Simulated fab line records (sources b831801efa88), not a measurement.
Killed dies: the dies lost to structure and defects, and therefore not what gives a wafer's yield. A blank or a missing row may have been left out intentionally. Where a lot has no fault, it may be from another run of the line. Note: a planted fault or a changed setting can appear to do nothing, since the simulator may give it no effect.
fab line records -- flow sky130 -- part 2 of 2: steps 23 to 33 of 33
record: lots: 5, wafers: 15, last-day: 49
route steps=708 shown METAL2@501 VIA2@507 METAL3@532
lots untouched by any fault: they come from a run of this same line in which no faults occurred
start-h: the number of hours between the record's first day and the start of the first shown wafer of the lot -- wait-h: hours since the lot's step before -- " identical to the entry in the row above -- L1.1+2: several wafers, shown together as one row -- - no value, or no start given -- * or withheld: withheld -- < > ~ a bound
route shown NAME@n: names a module that has steps shown in the file, with the first one's number in the route -- usual: mean and standard deviation over wafers with no fault -- same: alike in all rows -- chamber/n: place in a boat -- sites: the reading at each site -- _std_site: the standard deviation of these -- _edge_site: the outer-site mean with the inner-site mean subtracted -- radius-mm: how far each site lies from the wafer's centre -- mask NAME#n: copy n -- behind: the tool/chamber that last shaped the wafer -- hold: why the lot was held/for how many hours/how that ended -- device: names the non-switching transistor (n, p or np) -- end of line: the route-end tests of the same wafers -- for a step that has no rows: nothing shown but its recipe -- killed: count of dies lost to structure and defects at first sort (not the wafer's yield) -- map: dies across one wafer; x = killed, . = not, _ = none there
set.NAME: the run value of the setting; set.NAME@STEP: its run value at that earlier step -- model.NAME: the simulator's own value behind a step, which no gauge read
lots seen at some steps along the route; tables by step, rows by wafer
services: from which hour (start-h, from the record's first day; less than 0 if before it) a tool's chamber was out of use, for how many hours, and why
== steps ==
step: SKY_VIA2_STRIP_16
recipe: chemistry: O2/N2, power-w: 1400, pressure-mtorr: 1500, platen-temp-c: withheld, o2-flow-sccm: 3000, n2-flow-sccm: 300, overash-fraction: 0.5
usual: drypump-motor-current-A: 5.9/0.46, oes-product-au: 0.399/0.0047, strip-time-to-endpoint-s: 4.056/0.026
lot.wafer,tool,chamber,start-h,wait-h,drypump-motor-current-A,oes-product-au,rf-hours-counter-h,strip-time-to-endpoint-s
L077.1,plasma-asher-01,1,882.01,0.0,6.1,0.391,45,4.077
L077.2,plasma-asher-01,0,882.01,0.0,5.4,0.402,45,4.066
L077.6,plasma-asher-01,1,882.01,0.0,6.1,0.391,-,4.085
L079.2,plasma-asher-01,0,894.24,0.0,5.4,0.408,46,4.070
L079.4,plasma-asher-01,0,894.24,0.0,5.5,0.397,-,4.068
L079.6,plasma-asher-01,1,894.24,0.0,6.1,0.396,-,4.047
L083.4,plasma-asher-01,1,920.33,0.1,6.1,0.401,-,4.052
L083.5,plasma-asher-01,0,920.33,0.1,5.4,0.402,-,4.056
L083.6,plasma-asher-01,1,920.33,0.1,6.1,0.401,-,4.037
L085.1,plasma-asher-02,1,931.51,0.0,6.5,0.398,19,4.049
L085.3,plasma-asher-02,1,931.51,0.0,6.5,0.400,-,4.045
L085.4,plasma-asher-02,0,931.51,0.0,6.0,0.399,-,4.059
L092.2,plasma-asher-04,0,989.06,0.0,5.1,0.393,119,4.043
L092.4,plasma-asher-04,1,989.06,0.0,6.3,0.399,-,4.055
L092.6,plasma-asher-04,1,989.06,0.0,6.3,0.402,-,4.072
step: SKY_VIA2_STRIP_17
recipe: chemistry: post-etch-residue-remover, time-s: 1200, temp-c: 72.5
lot.wafer,tool,chamber,start-h,wait-h
L077.1+2+6,wet-bench-03,2,882.11,0.1
L079.2+4+6,wet-bench-02,2,894.34,0.1
L083.4+5+6,wet-bench-03,0,920.39,0.0
L085.1+3+4,wet-bench-04,1,931.61,0.1
L092.2+4+6,wet-bench-04,3,989.16,0.1
step: SKY_VIA2_CLEAN_18
recipe: chemistry: IPA, time-s: 180, temp-c: 25
lot.wafer,tool,chamber,start-h,wait-h
L077.1+2+6,wet-bench-02,0,882.48,0.0
L079.2+4+6,wet-bench-04,1,894.68,0.0
L083.4+5+6,wet-bench-04,0,920.73,0.0
L085.1+3+4,wet-bench-03,3,931.95,0.0
L092.2+4+6,wet-bench-02,0,989.57,0.0
step: SKY_VIA2_CLEAN_19
recipe: chemistry: O3/DIW, dry: n2-spin
lot.wafer,tool,chamber,start-h,wait-h
L077.1+2+6,wet-bench-03,2,882.55,0.0
L079.2+4+6,wet-bench-02,3,894.75,0.0
L083.4+5+6,wet-bench-02,3,920.79,0.0
L085.1+3+4,wet-bench-04,1,932.01,0.0
L092.2+4+6,wet-bench-03,3,989.63,0.0
step: SKY_VIA2_SPUTTER_20
recipe: material: TiN, target-thk-nm: 20, chamber-pressure-pa: 5, power-w: 4000, time-s: 80
usual: throttle-valve-pct: 30.0/1.2
lot.wafer,tool,chamber,start-h,wait-h,throttle-valve-pct
L077.1,pvd-sputter-01,-,882.65,0.0,30.4
L077.2,pvd-sputter-01,-,882.65,0.0,30.6
L077.6,pvd-sputter-01,-,882.65,0.0,29.0
L079.2,pvd-sputter-01,-,894.84,0.0,29.1
L079.4,pvd-sputter-01,-,894.84,0.0,29.7
L079.6,pvd-sputter-01,-,894.84,0.0,29.2
L083.4,pvd-sputter-04,-,920.88,0.0,31.6
L083.5,pvd-sputter-04,-,920.88,0.0,32.3
L083.6,pvd-sputter-04,-,920.88,0.0,30.0
L085.1,pvd-sputter-04,-,932.10,0.0,31.2
L085.3,pvd-sputter-04,-,932.10,0.0,30.0
L085.4,pvd-sputter-04,-,932.10,0.0,32.5
L092.2,pvd-sputter-01,-,989.72,0.0,29.0
L092.4,pvd-sputter-01,-,989.72,0.0,30.8
L092.6,pvd-sputter-01,-,989.72,0.0,30.6
step: SKY_VIA2_CVD_21
recipe: material: W, target-thk-nm: 420, time-s: 126.4, temp-c: 400, pressure-torr: 40
usual: heater-power-w: 876/81
lot.wafer,tool,chamber,start-h,wait-h,heater-power-w
L077.1,cvd-w-01,1,882.71,0.0,911
L077.2,cvd-w-01,0,882.71,0.0,938
L077.6,cvd-w-01,1,882.71,0.0,927
L079.2,cvd-w-01,1,894.90,0.0,890
L079.4,cvd-w-01,0,894.90,0.0,927
L079.6,cvd-w-01,0,894.90,0.0,910
L083.4,cvd-w-01,0,920.99,0.1,944
L083.5,cvd-w-01,1,920.99,0.1,913
L083.6,cvd-w-01,0,920.99,0.1,932
L085.1,cvd-w-01,1,932.16,0.0,874
L085.3,cvd-w-01,1,932.16,0.0,928
L085.4,cvd-w-01,0,932.16,0.0,955
L092.2,cvd-w-01,1,989.78,0.0,904
L092.4,cvd-w-01,1,989.78,0.0,907
L092.6,cvd-w-01,1,989.78,0.0,903
step: SKY_VIA2_RS_MEAS_22
recipe: thk-meas-gauge: four-point-probe, reads: W_of_VIA2_CVD_21+TiN_of_VIA2_SPUTTER_20
usual: VIA2_W_RS: 0.270/0.0033
lot.wafer,tool,chamber,start-h,wait-h,VIA2_W_RS[ohm/sq]
L077.1,film-metro-01,-,882.84,0.1,0.267
L077.2,film-metro-01,-,882.84,0.1,0.267
L077.6,film-metro-01,-,882.84,0.1,0.269
L079.2,film-metro-04,-,895.05,0.1,0.267
L079.4,film-metro-04,-,895.05,0.1,0.269
L079.6,film-metro-04,-,895.05,0.1,0.266
L083.4,film-metro-02,-,921.14,0.1,0.272
L083.5,film-metro-02,-,921.14,0.1,0.268
L083.6,film-metro-02,-,921.14,0.1,0.269
L085.1,film-metro-04,-,932.29,0.1,0.270
L085.3,film-metro-04,-,932.29,0.1,0.268
L085.4,film-metro-04,-,932.29,0.1,0.269
L092.2,film-metro-04,-,989.93,0.1,0.267
L092.4,film-metro-04,-,989.93,0.1,0.270
L092.6,film-metro-04,-,989.93,0.1,0.269
step: SKY_VIA2_THK_MEAS_23
recipe: thk-meas-gauge: xrf, reads: W_of_VIA2_CVD_21
usual: VIA2_W_THK: 410/5.1
lot.wafer,tool,chamber,start-h,wait-h,VIA2_W_THK[nm]
L077.1,film-metro-01,-,882.96,0.1,407
L077.2,film-metro-01,-,882.96,0.1,413
L077.6,film-metro-01,-,882.96,0.1,409
L079.2,film-metro-04,-,895.16,0.1,420
L079.4,film-metro-04,-,895.16,0.1,420
L079.6,film-metro-04,-,895.16,0.1,416
L083.4,film-metro-02,-,921.23,0.1,408
L083.5,film-metro-02,-,921.23,0.1,414
L083.6,film-metro-02,-,921.23,0.1,406
L085.1,film-metro-04,-,932.41,0.1,410
L085.3,film-metro-04,-,932.41,0.1,413
L085.4,film-metro-04,-,932.41,0.1,411
L092.2,film-metro-04,-,990.04,0.1,418
L092.4,film-metro-04,-,990.04,0.1,410
L092.6,film-metro-04,-,990.04,0.1,410
step: SKY_VIA2_CMP_24
recipe: stop-on: SiO2, t-overpolish-s: 20, down-force-psi: 3.5, platen-rpm: 60, target-thk-nm: 0, pad-velocity-m-s: 0.94248
usual: motor-current-A: 10.7/1.6, overpolish-run-s: 20.000/0.0094, slurry-filter-dp-kPa: 13.50/0.13, time-to-endpoint-s: 103/4.2
lot.wafer,tool,chamber,start-h,wait-h,motor-current-A,overpolish-run-s,slurry-filter-dp-kPa,time-to-endpoint-s
L077.1,cmp-01,3,883.07,0.1,9.0,19.998,13.61,106
L077.2,cmp-01,1,883.07,0.1,11.0,20.017,13.46,107
L077.6,cmp-01,2,883.07,0.1,8.9,20.009,13.39,104
L079.4,cmp-01,3,895.21,0.0,9.3,20.002,13.43,108
L079.2,cmp-01,0,895.21,0.0,11.3,20.011,13.73,112
L079.6,cmp-01,0,895.21,0.0,11.8,19.992,13.58,110
L083.4,cmp-01,3,921.26,0.0,9.2,19.991,13.40,104
L083.6,cmp-01,3,921.26,0.0,9.0,19.992,13.57,104
L083.5,cmp-01,0,921.26,0.0,11.8,19.988,13.58,108
L085.1,cmp-01,1,932.47,0.1,10.5,19.992,13.64,105
L085.4,cmp-01,2,932.47,0.1,8.8,19.997,13.69,106
L085.3,cmp-01,3,932.47,0.1,9.2,20.005,13.41,105
L092.4,cmp-02,1,990.19,0.1,13.7,19.993,13.15,100
L092.2,cmp-02,2,990.19,0.1,10.1,19.998,13.66,105
L092.6,cmp-02,3,990.19,0.1,9.3,19.988,13.65,104
step: SKY_METAL3_SPUTTER_00
recipe: material: Ti, target-thk-nm: 15, power-w: 3000, time-s: 10, chamber-pressure-pa: 0.4
usual: throttle-valve-pct: 30.0/1.4
lot.wafer,tool,chamber,start-h,wait-h,throttle-valve-pct
L077.1,pvd-sputter-03,-,883.32,0.2,31.9
L077.2,pvd-sputter-03,-,883.32,0.2,29.7
L077.6,pvd-sputter-03,-,883.32,0.2,30.1
L079.2,pvd-sputter-04,-,895.51,0.2,32.2
L079.4,pvd-sputter-04,-,895.51,0.2,31.5
L079.6,pvd-sputter-04,-,895.51,0.2,30.4
L083.4,pvd-sputter-03,-,921.56,0.2,29.5
L083.5,pvd-sputter-03,-,921.56,0.2,31.7
L083.6,pvd-sputter-03,-,921.56,0.2,29.8
L085.1,pvd-sputter-03,-,932.77,0.2,30.2
L085.3,pvd-sputter-03,-,932.77,0.2,27.3
L085.4,pvd-sputter-03,-,932.77,0.2,29.5
L092.2,pvd-sputter-02,-,990.39,0.1,29.7
L092.4,pvd-sputter-02,-,990.39,0.1,29.2
L092.6,pvd-sputter-02,-,990.39,0.1,29.9
step: SKY_METAL3_SPUTTER_01
recipe: material: TiN, target-thk-nm: 20, power-w: 6500, time-s: 16.7, chamber-pressure-pa: 0.4
usual: throttle-valve-pct: 30.0/1.5
lot.wafer,tool,chamber,start-h,wait-h,throttle-valve-pct
L077.1,pvd-sputter-03,-,883.34,0.0,31.7
L077.2,pvd-sputter-03,-,883.34,0.0,29.6
L077.6,pvd-sputter-03,-,883.34,0.0,30.2
L079.2,pvd-sputter-04,-,895.53,0.0,32.6
L079.4,pvd-sputter-04,-,895.53,0.0,31.2
L079.6,pvd-sputter-04,-,895.53,0.0,30.5
L083.4,pvd-sputter-03,-,921.58,0.0,29.7
L083.5,pvd-sputter-03,-,921.58,0.0,31.7
L083.6,pvd-sputter-03,-,921.58,0.0,29.6
L085.1,pvd-sputter-03,-,932.80,0.0,29.9
L085.3,pvd-sputter-03,-,932.80,0.0,27.1
L085.4,pvd-sputter-03,-,932.80,0.0,29.7
L092.2,pvd-sputter-02,-,990.42,0.0,30.0
L092.4,pvd-sputter-02,-,990.42,0.0,29.2
L092.6,pvd-sputter-02,-,990.42,0.0,29.8
== services ==
tool,chamber,start-h,hours,kind
krf-scanner-02,-,831.89,6.4,repair
rie-diel-01,0,843.58,3.4,repair
krf-scanner-02,-,849.16,1.3,pm
rie-diel-01,1,853.21,4.7,repair
cmp-01,-,855.89,5.8,pm
wet-bench-04,-,859.12,1.5,repair
plasma-asher-04,-,868.70,3.2,repair
krf-scanner-02,-,877.07,4.0,pm
cmp-01,-,881.53,0.9,repair
cvd-w-01,-,888.77,0.8,repair
wet-bench-03,-,891.47,1.9,pm
plasma-asher-04,-,904.56,2.8,pm
rie-diel-01,1,905.83,6.2,repair
wet-bench-01,-,906.07,1.5,repair
pvd-sputter-03,-,910.80,4.8,repair
cmp-01,-,912.11,4.0,pm
rie-diel-01,3,928.80,8.2,repair
krf-scanner-02,-,931.74,4.4,pm
krf-scanner-02,-,941.10,0.8,pm
krf-scanner-02,-,941.85,6.2,repair
plasma-asher-04,-,942.30,8.1,repair
hdpcvd-02,-,950.25,15.0,pm
cmp-01,-,960.70,1.1,repair
rie-metal-02,-,990.33,2.1,repair
